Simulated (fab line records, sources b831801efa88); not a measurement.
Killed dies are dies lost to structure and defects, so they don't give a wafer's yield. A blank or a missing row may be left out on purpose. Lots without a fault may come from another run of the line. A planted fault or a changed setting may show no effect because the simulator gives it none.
Chamber matching | flow gf180mcu | GF_MIM_CVD_05 on pecvd-01: 3 sister chambers
The step deposits Si3N4, target thk 42 nm, time 29.086 s. 6 wafers are shown with their chamber, then 12 later ones without.

WAFERS WITH THEIR CHAMBER
wafer  | chamber | heater_power_w (W)
L087.4 | 2       | 767
L087.5 | 1       | 616
L087.6 | 0       | 687
L092.1 | 1       | 500
L092.2 | 2       | 619
L092.3 | 0       | 666

WAFERS WITHOUT THEIR CHAMBER
wafer  | heater_power_w (W)
L092.4 | 504
L092.5 | 654
L092.6 | 634
L094.1 | 796
L094.2 | 581
L094.3 | 677
L093.1 | 651
L093.2 | 570
L093.6 | 652
L095.1 | 762
L095.4 | 603
L095.6 | 750

WHICH CHAMBER EACH WENT THROUGH
wafer  | from the rows above          | in truth
L092.4 | can't be placed: 1 or 0 or 2 | 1
L092.5 | can't be placed: 0 or 2 or 1 | 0
L092.6 | can't be placed: 0 or 2 or 1 | 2
L094.1 | can't be placed: 2 or 0 or 1 | 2
L094.2 | can't be placed: 1 or 0 or 2 | 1
L094.3 | can't be placed: 0 or 2 or 1 | 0
L093.1 | can't be placed: 0 or 2 or 1 | 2
L093.2 | can't be placed: 1 or 0 or 2 | 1
L093.6 | can't be placed: 0 or 2 or 1 | 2
L095.1 | can't be placed: 2 or 0 or 1 | 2
L095.4 | can't be placed: 1 or 0 or 2 | 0
L095.6 | can't be placed: 2 or 0 or 1 | 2
Placed correctly: 0 of 12. Can't be placed from these rows: 12 (the true chamber is among the candidates in 12). Placed wrongly: 0.
How it was worked out, from the rows above alone: a wafer's distance from a chamber is the root of the sum, over the readings, of the square of ((its reading less the chamber's mean) divided by the reading's scatter). The wafer belongs to the nearest chamber; if the next one is less than 2 further off, it can't be placed. A chamber's mean is the mean of its shown wafers. The scatter: the root of (the sum of the squares of (reading less its chamber's mean) over the shown wafers, divided by (wafers less chambers)).
